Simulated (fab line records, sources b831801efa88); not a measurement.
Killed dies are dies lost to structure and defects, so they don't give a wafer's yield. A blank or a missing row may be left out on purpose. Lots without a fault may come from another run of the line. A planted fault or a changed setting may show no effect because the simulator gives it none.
fab line records | flow sky130
record lots=6 wafers=18 last_day=50
route steps=708 shown GATE_OXIDE@201 POLY_GATE@204 RES_PROTECT@206 PAD_OPEN@708
lots that met no fault: from a run of the same line without faults
start_h: hours from the record's first day to the start of the lot's first wafer shown | wait_h: hours since the lot's step before | " the same as in the row above | L1.1+2: a row that stands for several wafers | - no value, or no start given | * or withheld: withheld | < > ~ a bound
route shown NAME@n: a module of which the file shows steps, and the number in the route of the first | usual: mean/standard deviation of fault-free wafers | same: alike in all rows | chamber/n: place in a boat | sites: the reading at each site | _std_site: their standard deviation | _edge_site: outer sites' mean less inner sites' | radius_mm: how far each site lies from the wafer's centre | mask NAME#n: copy n | behind: the tool/chamber that last shaped the wafer | hold: why the lot was held/for how many hours/how that ended | device: the transistor (n, p or np) that didn't switch | end of line: the same wafers' tests at the end of the route | a step without rows: its recipe alone | killed: dies lost to structure and defects at the first sort, not the wafer's yield | map: a wafer's dies, x killed, . not, _ none there
set.NAME: the setting as run; set.NAME@STEP: as run at that earlier step | model.NAME: the simulator's own value behind a step, which no gauge read
lots at some steps of the route; a table a step, a row a wafer
services: from which hour (start_h, from the record's first day; less than 0 if before it) a tool's chamber was out of use, for how many hours, and why
## steps
# step SKY_GATE_OXIDE_TW_MEAS_14
# usual GATE_OXIDE_TW=222.3/1.8
# columns lot.wafer tool chamber start_h wait_h GATE_OXIDE_TW
L277.3 film_metro-03 - 377.19 0.1 223.7
L277.5 " - " " 222.8
L277.6 " - " " 222.0
L278.3 film_metro-04 - 388.23 0.1 223.5
L278.4 " - " " 224.1
L278.5 " - " " 223.8
L279.1 film_metro-02 - 391.92 0.1 219.2
L279.3 " - " " 219.3
L279.4 " - " " 218.6
L287.3 film_metro-02 - 463.08 0.1 221.2
L287.4 " - " " 222.4
L287.6 " - " " 220.9
L288.1 film_metro-04 - 472.97 0.1 225.1
L288.2 " - " " 224.1
L288.4 " - " " 224.7
L291.1 film_metro-02 - 497.15 0.1 220.8
L291.3 " - " " 220.2
L291.6 " - " " 219.8
# step SKY_GATE_OXIDE_CLEAN_15
# recipe chemistry=SC1/SC2 mix=1:4:20 temp_c=70 time_s=150 dry=n2_spin
# step SKY_GATE_OXIDE_OXIDATION_16
# recipe temp_c=800 ambient=O2 idle_temp_c=700 ramp_up_c_per_min=10 ramp_down_c_per_min=3 stabilise_s=600 purge_s=300 target_thk_a=35.7 ox_time_s=1915
# step SKY_POLY_GATE_CVD_00
# recipe material=poly-Si target_thk_nm=180 temp_c=620 time_s=720 pressure_mtorr=200
# step SKY_POLY_GATE_THK_MEAS_01
# recipe reads=poly-Si_of_POLY_GATE_CVD_00
# usual POLY_GATE_CVD_00_THK=180.2/1.5
# columns lot.wafer tool chamber start_h wait_h POLY_GATE_CVD_00_THK[nm]
L277.3 film_metro-02 - 380.56 0.0 180.7
L277.5 " - " " 183.5
L277.6 " - " " 181.7
L278.3 film_metro-01 - 391.47 0.0 181.2
L278.4 " - " " 179.9
L278.5 " - " " 181.7
L279.1 film_metro-04 - 396.00 0.0 181.6
L279.3 " - " " 182.8
L279.4 " - " " 180.5
L287.3 film_metro-04 - 466.57 0.0 181.4
L287.4 " - " " 182.3
L287.6 " - " " 181.9
L288.1 film_metro-01 - 475.81 0.0 178.6
L288.2 " - " " 179.4
L288.4 " - " " 179.8
L291.1 film_metro-02 - 500.83 0.0 182.2
L291.3 " - " " 183.0
L291.6 " - " " 182.1
# step SKY_RES_PROTECT_DEHYDRATE_00
# recipe temp_c=200 time_s=60
# step SKY_RES_PROTECT_HMDS_01
# recipe prime_time_s=60 prime_temp_c=120
# step SKY_RES_PROTECT_COAT_02
# recipe resist=NOVOLAK spin_rpm=3000 resist_thk_nm=1140
# step SKY_RES_PROTECT_SOFTBAKE_03
# recipe temp_c=90 time_s=60 resist=NOVOLAK
# step SKY_RES_PROTECT_EXPOSE_04
# recipe mask_id=RPM na=0.6 source_shape=conventional sigma_outer=0.6 polarization=unpolarized target_cd_nm=1270 dose_mj=131
# step SKY_RES_PROTECT_PEB_05
# recipe temp_c=withheld time_s=* resist=NOVOLAK
# step SKY_RES_PROTECT_DEVELOP_06
# recipe resist=NOVOLAK developer=TMAH develop_time_s=61.77 dev_temp_c=23
# step SKY_POLY_GATE_IMPLANT_02
# recipe species=P energy_kev=30 dose_cm2=7.7e+15 tilt_deg=0
# usual beam_on_s=34.6/1.7 dose_ions_cm2=7.698e+15/8.8e+12 end_station_pressure_torr=1.11e-05/7.3e-07
# columns lot.wafer tool chamber start_h wait_h beam_on_s dose_ions_cm2 end_station_pressure_torr
L277.3 implanter-03 0 408.94 0.1 17.6 4.014e+15 1.31e-05
L277.5 " 0 " " 17.1 4.027e+15 1.45e-05
L277.6 " 0 " " 17.2 4.037e+15 1.45e-05
L278.3 implanter-02 0 421.17 0.1 35.1 7.707e+15 1.07e-05
L278.4 " 0 " " 34.1 7.715e+15 1.03e-05
L278.5 " 0 " " 33.6 7.702e+15 1.18e-05
L279.1 implanter-03 0 425.04 0.1 17.7 4.01e+15 1.28e-05
L279.3 " 0 " " 18.0 4.019e+15 1.29e-05
L279.4 " 0 " " 17.7 4.016e+15 1.4e-05
L287.3 implanter-03 0 496.83 0.1 34.5 7.686e+15 1.16e-05
L287.4 " 0 " " 33.9 7.696e+15 1.18e-05
L287.6 " 0 " " 33.5 7.7e+15 1.11e-05
L288.1 implanter-01 0 505.93 0.1 38.9 7.7e+15 1e-05
L288.2 " 0 " " 38.4 7.692e+15 1.1e-05
L288.4 " 0 " " 39.0 7.672e+15 9.2e-06
L291.1 implanter-02 0 530.48 0.1 33.6 7.683e+15 9.8e-06
L291.3 " 0 " " 34.4 7.684e+15 1.19e-05
L291.6 " 0 " " 34.2 7.681e+15 1.05e-05
# step SKY_RES_PROTECT_STRIP_07
# recipe chemistry=O2/N2 power_w=1400 pressure_mtorr=1500 platen_temp_c=withheld o2_flow_sccm=3000 n2_flow_sccm=300 overash_fraction=0.5
# usual drypump_motor_current_A=5.6/0.65 oes_product_au=0.518/0.0043 strip_time_to_endpoint_s=23.26/0.04
# columns lot.wafer tool chamber start_h wait_h drypump_motor_current_A oes_product_au rf_hours_counter_h strip_time_to_endpoint_s
L277.3 plasma_asher-01 0 409.07 0.1 5.2 0.556 - 20.71
L277.5 " 1 " " 4.8 0.556 - 20.69
L277.6 " 0 " " 5.2 0.560 - 20.70
L278.3 plasma_asher-04 1 421.31 0.1 5.8 0.519 - 23.31
L278.4 " 0 " " 6.7 0.520 - 23.34
L278.5 " 1 " " 5.8 0.518 - 23.29
L279.1 plasma_asher-01 1 425.19 0.1 4.8 0.553 61 20.64
L279.3 " 0 " " 5.2 0.559 - 20.63
L279.4 " 1 " " 4.8 0.556 - 20.65
L287.3 plasma_asher-02 1 496.97 0.1 6.1 0.519 - 23.28
L287.4 " 0 " " 5.0 0.518 - 23.27
L287.6 " 0 " " 5.0 0.517 - 23.29
L288.1 plasma_asher-02 0 506.08 0.1 5.0 0.514 8 23.19
L288.2 " 1 " " 6.1 0.519 8 23.21
L288.4 " 0 " " 5.0 0.522 - 23.15
L291.1 plasma_asher-01 1 530.63 0.1 4.9 0.527 70 23.32
L291.3 " 1 " " 4.8 0.514 - 23.26
L291.6 " 1 " " 4.9 0.514 - 23.29
# step SKY_RES_PROTECT_TW_MEAS_08
# usual POLY_GATE_TW=4028/22
# columns lot.wafer tool chamber start_h wait_h POLY_GATE_TW
L277.3 film_metro-01 - 409.16 0.1 3840
L277.5 " - " " 3863
L277.6 " - " " 3828
L278.3 film_metro-04 - 421.39 0.1 4033
L278.4 " - " " 4041
L278.5 " - " " 4047
L279.1 film_metro-04 - 425.29 0.1 3809
L279.3 " - " " 3805
L279.4 " - " " 3802
L287.3 film_metro-04 - 497.05 0.1 4027
L287.4 " - " " 4027
L287.6 " - " " 4028
L288.1 film_metro-04 - 506.18 0.1 3994
L288.2 " - " " 4009
L288.4 " - " " 3982
L291.1 film_metro-03 - 530.73 0.1 4043
L291.3 " - " " 4009
L291.6 " - " " 4002
# step SKY_RES_PROTECT_CLEAN_09
# recipe chemistry=SC1/SC2 mix=1:4:20 temp_c=70 time_s=150 dry=n2_spin
# step SKY_PAD_OPEN_PROBE_99
# usual killed_at_M0_to_M3=42/5.8 killed_at_M4_up=3.0/2 killed_at_contacts=24/5.5 killed_at_front_end=15/3.9 killed_at_other=0.3/0.54 killed_dies=85/8.8 killed_open=47/6.8 killed_short=38/5.9
# same gross_dies=492 killed_at_back_side=0
# columns lot.wafer tool chamber start_h wait_h killed_at_M0_to_M3 killed_at_M4_up killed_at_contacts killed_at_front_end killed_at_other killed_dies killed_open killed_short model.etest.res_poly.line_ohm_um model.etest.licon_poly.rc_ohm model.etest.res_poly.rs_ohm_sq model.etest.res_poly.rs_ohm_sq_range model.etest.ring_1v8.delay_ps model.etest.res_poly.rs_ohm_sq_rim_less_centre model.etest.ring_5v.delay_ps model.etest.nfet_01v8.tox_inv_nm
L277.3 prober-01 - 1130.12 0.2 50 1 22 16 1 90 54 36 1020 456.5 95.42 3.89 22.79 -2.236 46.23 4.349
L277.5 prober-01 - 1130.22 0.2 42 5 20 14 0 81 52 28 1010 462.3 92.42 5.033 21.96 -3.87 46.1 4.302
L277.6 prober-01 - 1130.27 0.2 41 6 23 16 0 86 53 33 976.6 451 95.57 3.48 23.11 -0.548 46.8 4.372
L278.3 prober-02 - 1139.59 0.2 48 1 30 11 0 90 59 31 539.1 153 49.01 1.066 20.57 0.1791 44.97 4.244
L278.4 prober-02 - 1139.64 0.2 39 2 29 17 0 87 47 40 511.1 156.7 48.76 1.419 21.33 0.3728 45.83 4.236
L278.5 prober-02 - 1139.69 0.2 42 2 26 16 0 86 46 40 525.8 151.2 49.31 1.801 21.59 -0.46 45.74 4.29
L279.1 prober-01 - 1139.93 0.1 40 5 24 16 0 85 39 46 972.8 436.3 95.83 3.243 23.12 -0.6156 46.01 4.41
L279.3 prober-01 - 1140.03 0.2 34 3 20 13 1 71 39 32 1018 457.8 94.79 2.657 22.3 -1.095 45.4 4.422
L279.4 prober-01 - 1140.08 0.2 46 2 18 18 1 85 47 38 973.3 466.5 93.89 5.418 23.53 -0.773 45.85 4.468
L287.3 prober-02 - 1183.67 0.2 41 4 24 12 0 81 47 34 506.8 153.9 47.26 1.225 20.63 -0.7306 44.27 4.205
L287.4 prober-02 - 1183.72 0.2 42 3 22 17 0 84 39 45 534.7 151.5 47.53 1.434 20.02 -0.1201 44.06 4.245
L287.6 prober-02 - 1183.82 0.2 42 2 16 23 1 84 46 36 511.4 148.6 46.84 1.384 20.51 -0.1301 44.73 4.301
L288.1 prober-02 - 1191.46 0.1 43 4 24 13 1 85 43 42 527.2 151.2 48.89 2.064 21.32 -0.7714 45.47 4.345
L288.2 prober-02 - 1191.51 0.1 46 3 23 20 0 92 48 44 496.2 162.2 48.78 1.903 22.13 -1.47 45.08 4.268
L288.4 prober-02 - 1191.61 0.2 39 3 19 17 1 79 49 30 505.2 155.4 48.58 1.608 21.66 -1.078 44.89 4.372
L291.1 prober-02 - 1204.65 0.1 42 1 37 10 1 91 55 36 481.2 154.9 48.58 1.316 22.66 -0.56 45.67 4.29
L291.3 prober-02 - 1204.75 0.2 39 0 20 18 0 77 35 42 508.8 157.7 48.57 1.048 21.61 -0.6424 45.37 4.32
L291.6 prober-02 - 1204.90 0.2 44 1 25 15 0 85 44 39 506.1 151.9 47.46 0.94 21.55 -0.5189 45.19 4.289
# killed by level:class
L277.3 VIA1:geometric_particle:open=11 VIA2:geometric_particle:open=8 LI_CONTACT:geometric_particle:open=8 CONTACT:geometric_particle:open=8 METAL2:geometric_particle:short=6 VIA3:geometric_particle:open=6 FIELD_ISO:geometric_particle:open=4 VIA1:geometric_particle:short=4
L277.5 VIA1:geometric_particle:open=12 CONTACT:geometric_particle:open=7 LI_CONTACT:geometric_particle:open=6 VIA2:geometric_particle:open=6 VIA3:geometric_particle:open=6 METAL4:geometric_particle:short=5 POLY_CUT:geometric_particle:open=4 METAL1:geometric_particle:short=4
L277.6 VIA1:geometric_particle:open=10 VIA2:geometric_particle:open=10 CONTACT:geometric_particle:open=8 METAL1:geometric_particle:short=6 LI_CONTACT:geometric_particle:open=6 FIELD_ISO:geometric_particle:open=5 FIELD_ISO:geometric_particle:short=4 METAL1:geometric_particle:open=4
L278.3 CONTACT:geometric_particle:open=13 VIA1:geometric_particle:open=12 LI_CONTACT:geometric_particle:open=9 METAL2:geometric_particle:short=9 VIA3:geometric_particle:open=7 POLY_GATE:geometric_particle:open=5 VIA2:geometric_particle:open=5 METAL1:geometric_particle:short=4
L278.4 LI_CONTACT:geometric_particle:open=10 CONTACT:geometric_particle:open=10 POLY_GATE:geometric_particle:short=7 VIA1:geometric_particle:open=6 METAL1:geometric_particle:short=6 VIA2:geometric_particle:open=6 VIA3:geometric_particle:open=5 VIA2:geometric_particle:short=5
L278.5 CONTACT:geometric_particle:open=14 VIA3:geometric_particle:open=7 POLY_GATE:geometric_particle:short=5 METAL1:geometric_particle:short=5 VIA1:geometric_particle:open=5 METAL2:geometric_particle:short=5 FIELD_ISO:geometric_particle:short=4 METAL2:geometric_particle:open=4
L279.1 CONTACT:geometric_particle:open=8 VIA1:geometric_particle:open=8 VIA1:geometric_particle:short=7 FIELD_ISO:geometric_particle:short=5 LOCAL_INTERCONNECT:geometric_particle:short=5 VIA2:geometric_particle:short=5 VIA3:geometric_particle:open=5 FIELD_ISO:geometric_particle:open=4
L279.3 CONTACT:geometric_particle:open=9 VIA2:geometric_particle:open=8 VIA1:geometric_particle:open=8 METAL2:geometric_particle:short=5 POLY_GATE:geometric_particle:short=4 FIELD_ISO:geometric_particle:short=3 FIELD_ISO:geometric_particle:open=3 LI_CONTACT:geometric_particle:open=3
L279.4 VIA1:geometric_particle:open=12 CONTACT:geometric_particle:open=8 FIELD_ISO:geometric_particle:short=6 VIA1:geometric_particle:short=6 VIA2:geometric_particle:open=5 VIA3:geometric_particle:open=5 POLY_GATE:geometric_particle:open=4 CONTACT:geometric_particle:short=4
L287.3 LI_CONTACT:geometric_particle:open=8 VIA2:geometric_particle:open=8 CONTACT:geometric_particle:open=7 METAL2:geometric_particle:short=7 VIA1:geometric_particle:open=6 CONTACT:geometric_particle:short=4 VIA3:geometric_particle:open=4 METAL4:geometric_particle:short=4
L287.4 VIA1:geometric_particle:open=12 VIA1:geometric_particle:short=9 CONTACT:geometric_particle:open=8 LOCAL_INTERCONNECT:geometric_particle:short=6 METAL1:geometric_particle:short=6 FIELD_ISO:geometric_particle:open=5 VIA2:geometric_particle:open=5 POLY_GATE:geometric_particle:short=4
L287.6 VIA3:geometric_particle:open=12 METAL1:geometric_particle:short=6 VIA1:geometric_particle:open=6 SPACER:geometric_particle:short=5 LI_CONTACT:geometric_particle:open=5 VIA2:geometric_particle:open=5 FIELD_ISO:geometric_particle:open=4 CONTACT:geometric_particle:short=4
L288.1 VIA2:geometric_particle:open=9 LI_CONTACT:geometric_particle:open=8 VIA1:geometric_particle:open=8 VIA3:geometric_particle:open=7 LOCAL_INTERCONNECT:geometric_particle:short=6 METAL1:geometric_particle:short=6 FIELD_ISO:geometric_particle:short=5 FIELD_ISO:geometric_particle:open=5
L288.2 CONTACT:geometric_particle:open=9 VIA1:geometric_particle:open=8 METAL1:geometric_particle:short=7 VIA2:geometric_particle:open=7 CONTACT:geometric_particle:short=6 VIA3:geometric_particle:open=6 VIA1:geometric_particle:short=5 FIELD_ISO:geometric_particle:open=4
L288.4 CONTACT:geometric_particle:open=8 VIA2:geometric_particle:open=8 VIA1:geometric_particle:open=8 VIA3:geometric_particle:open=8 VIA2:geometric_particle:short=6 FIELD_ISO:geometric_particle:open=5 FIELD_ISO:geometric_particle:short=4 POLY_GATE:geometric_particle:open=4
L291.1 CONTACT:geometric_particle:open=13 VIA3:geometric_particle:open=10 LI_CONTACT:geometric_particle:open=8 LOCAL_INTERCONNECT:geometric_particle:short=7 VIA1:geometric_particle:open=7 FIELD_ISO:geometric_particle:short=5 LOCAL_INTERCONNECT:geometric_particle:open=4 CONTACT:geometric_particle:short=4
L291.3 CONTACT:geometric_particle:open=10 METAL1:geometric_particle:short=8 VIA1:geometric_particle:open=7 FIELD_ISO:geometric_particle:short=6 VIA1:geometric_particle:short=6 LI_CONTACT:geometric_particle:open=5 METAL2:geometric_particle:short=5 FIELD_ISO:geometric_particle:open=4
L291.6 VIA1:geometric_particle:open=12 CONTACT:geometric_particle:open=11 LOCAL_INTERCONNECT:geometric_particle:short=6 METAL2:geometric_particle:short=6 METAL3:geometric_particle:short=5 CONTACT:geometric_particle:short=4 VIA2:geometric_particle:open=4 FIELD_ISO:geometric_particle:short=3
## services
# columns tool chamber start_h hours kind
implanter-01 - 393.61 4.6 pm
implanter-02 - 400.26 9.7 pm
plasma_asher-02 - 421.25 9.0 pm
plasma_asher-02 0 421.25 9.0 vent_cycle
plasma_asher-02 1 421.25 9.0 vent_cycle
implanter-01 - 429.52 1.7 repair
plasma_asher-02 0 430.25 - clean
plasma_asher-02 1 430.25 - clean
plasma_asher-01 - 434.18 14.6 pm
plasma_asher-02 - 460.10 0.5 repair
plasma_asher-02 - 460.46 0.8 repair
plasma_asher-01 - 480.32 1.8 repair
implanter-03 - 487.44 2.2 repair
plasma_asher-04 - 529.17 3.9 repair
## key
first_sign step=SKY_POLY_GATE_IMPLANT_02 reading=dose_ions_cm2 direction=down sigmas=99+ usual=* struck=*
effect step=SKY_POLY_GATE_IMPLANT_02 reading=beam_on_s direction=down sigmas=10 usual=34.6 struck=17.6
effect step=SKY_RES_PROTECT_STRIP_07 reading=strip_time_to_endpoint_s direction=down sigmas=65 usual=* struck=*
effect step=SKY_RES_PROTECT_TW_MEAS_08 reading=POLY_GATE_TW direction=down sigmas=9 usual=4028 struck=3825
model_effect step=SKY_PAD_OPEN_PROBE_99 value=etest.res_poly.line_ohm_um without=507.7 struck=995.2
met_at SKY_POLY_GATE_IMPLANT_02
struck_wafers L277.3,L277.5,L277.6,L279.1,L279.3,L279.4
tester_left_out L277,L279
fault kind=process_parameter_drift tool=implanter-03 chamber=- onset_h=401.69 steps=SKY_POLY_GATE_IMPLANT_02 channel=dose_cm2 offset=* shape=step end_h=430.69 acts_in=* stated=*
# tester_left_out: of these lots the tester's yield and bins aren't shown, on N5 and GAA mostly nor the transistor test; their killed dies are dies lost to structure and defects alone, not to doping, threshold or leakage, so they don't give the yield
